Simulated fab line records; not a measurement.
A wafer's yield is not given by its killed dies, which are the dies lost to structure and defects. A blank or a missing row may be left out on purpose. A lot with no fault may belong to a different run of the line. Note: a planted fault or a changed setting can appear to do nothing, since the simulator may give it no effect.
What tool caused it?	flow gf180mcu	12 lots with 36 wafers sampled at 6 steps, on a route of 602 steps

## WHAT EACH GAUGE READ, for each wafer
GF_VT_IMPLANT_TW_MEAS_21.
lot	measured	on	VT_IMPLANT_2_TW
L469	day 6 09:29	film_metro-02	1234 1228 1236
L470	day 6 17:52	film_metro-04	1212 1217 1206
L472	day 7 10:31	film_metro-02	1228 1229 1225
L474	day 7 18:52	film_metro-03	1210 1210 1213
L476	day 8 14:32	film_metro-03	1210 1207 1202
L477	day 8 15:22	film_metro-02	1235 1227 1235
L479	day 9 05:32	film_metro-03	1210 1202 1201
L483	day 10 07:35	film_metro-04	1216 1207 1209
L487	day 11 07:03	film_metro-03	1212 1210 1206
L488	day 11 13:21	film_metro-04	1210 1210 1221
L489	day 11 17:48	film_metro-02	1222 1222 1231
L490	day 12 00:40	film_metro-02	1234 1229 1229

GF_M1_RS_MEAS_05: uses a four-point probe to measure.
lot	measured	on	M1_ALCU_RS (ohm/sq)
L469	day 16 10:05	film_metro-02	0.0702 0.0691 0.0702
L470	day 16 21:04	film_metro-03	0.0687 0.0689 0.0692
L472	day 17 19:32	film_metro-02	0.0702 0.0712 0.0702
L474	day 18 06:17	film_metro-04	0.0687 0.0680 0.0689
L476	day 19 09:56	film_metro-02	0.0678 0.0698 0.0679
L477	day 19 14:16	film_metro-03	0.0693 0.0689 0.0695
L479	day 20 11:11	film_metro-03	0.0695 0.0689 0.0689
L483	day 21 20:25	film_metro-02	0.0725 0.0730 0.0737
L487	day 22 22:50	film_metro-02	0.0736 0.0720 0.0730
L488	day 23 08:27	film_metro-03	0.0698 0.0708 0.0696
L489	day 23 10:21	film_metro-03	0.0688 0.0683 0.0683
L490	day 23 21:55	film_metro-02	0.0706 0.0699 0.0690

GF_M1_THK_MEAS_06: measures by xrf.
lot	measured	on	M1_ALCU_THK (nm)
L469	day 16 10:13	film_metro-02	448 458 449
L470	day 16 21:11	film_metro-03	454 456 456
L472	day 17 19:40	film_metro-02	446 440 446
L474	day 18 06:24	film_metro-04	449 457 450
L476	day 19 10:02	film_metro-02	464 451 465
L477	day 19 14:22	film_metro-03	449 451 447
L479	day 20 11:19	film_metro-03	450 454 456
L483	day 21 20:32	film_metro-02	431 429 426
L487	day 22 22:57	film_metro-02	425 437 429
L488	day 23 08:34	film_metro-03	447 442 450
L489	day 23 10:28	film_metro-03	452 456 458
L490	day 23 22:01	film_metro-02	447 448 457

GF_M1_OVL_MEAS_15.
lot	measured	on	M1_OVL (nm)
L469	day 17 09:38	overlay-01	17 12 15
L470	day 17 19:53	overlay-02	14 17 13
L472	day 18 18:17	overlay-01	8 12 11
L474	day 19 05:38	overlay-01	-6 1 -3
L476	day 20 10:09	overlay-01	5 6 2
L477	day 20 14:14	overlay-02	-5 3 0
L479	day 21 10:37	overlay-01	8 4 3
L483	day 22 18:38	overlay-02	-4 9 7
L487	day 23 21:29	overlay-02	-2 1 2
L488	day 24 07:01	overlay-01	2 3 4
L489	day 24 08:02	overlay-02	-7 -1 -8
L490	day 24 19:17	overlay-02	1 -2 2

GF_V2_THK_MEAS_03.
lot	measured	on	V2_CVD_02_THK (nm)
L469	day 19 12:19	film_metro-03	857 846 853
L470	day 19 23:09	film_metro-01	857 850 861
L472	day 20 22:16	film_metro-01	841 841 838
L474	day 21 10:44	film_metro-03	847 828 862
L476	day 22 13:34	film_metro-01	844 844 849
L477	day 22 17:08	film_metro-04	836 865 853
L479	day 23 13:38	film_metro-03	826 845 853
L483	day 24 19:02	film_metro-04	833 837 852
L487	day 25 20:35	film_metro-01	858 852 860
L488	day 26 06:33	film_metro-03	852 841 865
L489	day 26 07:10	film_metro-01	854 847 865
L490	day 26 17:57	film_metro-03	861 865 865

## EACH LOT AND THE TOOL THAT RAN IT (in order: tool; ch and the chambers of the sampled wafers; start)
lot	GF_M1_SPUTTER_02
L469	pvd_sputter-01, day 16 10:00
L470	pvd_sputter-01, day 16 20:59
L472	pvd_sputter-02, day 17 19:27
L474	pvd_sputter-03, day 18 06:11
L476	pvd_sputter-02, day 19 09:48
L477	pvd_sputter-03, day 19 14:09
L479	pvd_sputter-01, day 20 11:06
L483	pvd_sputter-01, day 21 20:19
L487	pvd_sputter-01, day 22 22:44
L488	pvd_sputter-02, day 23 08:22
L489	pvd_sputter-03, day 23 10:16
L490	pvd_sputter-02, day 23 21:46
- GF_M1_SPUTTER_02: material AlCu, target thk 450 nm, time 23.9 s.

## WHAT THE TOOLS THEMSELVES READ (means of the sampled wafers that have a number; where no wafer has one, the mark that the record gives instead)
GF_M1_SPUTTER_02.
lot	tool	throttle_valve_pct (%)
L469	pvd_sputter-01	31.3
L470	pvd_sputter-01	31.3
L472	pvd_sputter-02	29.6
L474	pvd_sputter-03	29.5
L476	pvd_sputter-02	29.7
L477	pvd_sputter-03	29.6
L479	pvd_sputter-01	31.3
L483	pvd_sputter-01	31.2
L487	pvd_sputter-01	31.0
L488	pvd_sputter-02	29.1
L489	pvd_sputter-03	28.5
L490	pvd_sputter-02	29.1

## THE ANSWER, worked out from the rows above alone
Rule: what is usual is taken from the lots themselves. The widest of any qualifying gaps counts: lots, ordered by their means at a reading, are off when they make up no more than a third of the lots, leave a main group of 4 or more, and stand apart from it by 3 or more times the standard deviation of that group's means. If all means in a main group match to the digits the tables above print for the reading, that group is not used. A lot without any number at a reading at which 4 lots or more have one is off too. The other lots that the step has rows for count as sound. The gauges are gone through in route order, then the tools' own readings, and for those a lot's mean is taken as printed above. The first step at which some lot is off is used, and at that step the reading that is off furthest; a lot without a number counts as furthest.
Off: L483, L487, seen at GF_M1_RS_MEAS_05 (M1_ALCU_RS). The main group has a mean of 0.0693 ohm/sq with a standard deviation of 0.00069.
If a tool, at a process step before that reading, ran all the lots that are off and no sound lot after the first of them, it fits. The gauges at GF_M1_RS_MEAS_05 are tried like those tools. One fits: pvd_sputter-01 at GF_M1_SPUTTER_02. A fault onset in the window from L479 (day 20 11:06, its last sound lot) to L483 (day 21 20:19, its first lot off) fits.

## WHAT THE SIMULATOR PUT IN
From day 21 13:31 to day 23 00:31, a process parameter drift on pvd_sputter-01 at GF_M1_SPUTTER_02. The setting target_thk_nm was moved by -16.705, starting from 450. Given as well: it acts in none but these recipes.
Lots struck among those shown: L483, L487. The rule given above showed the same thing.
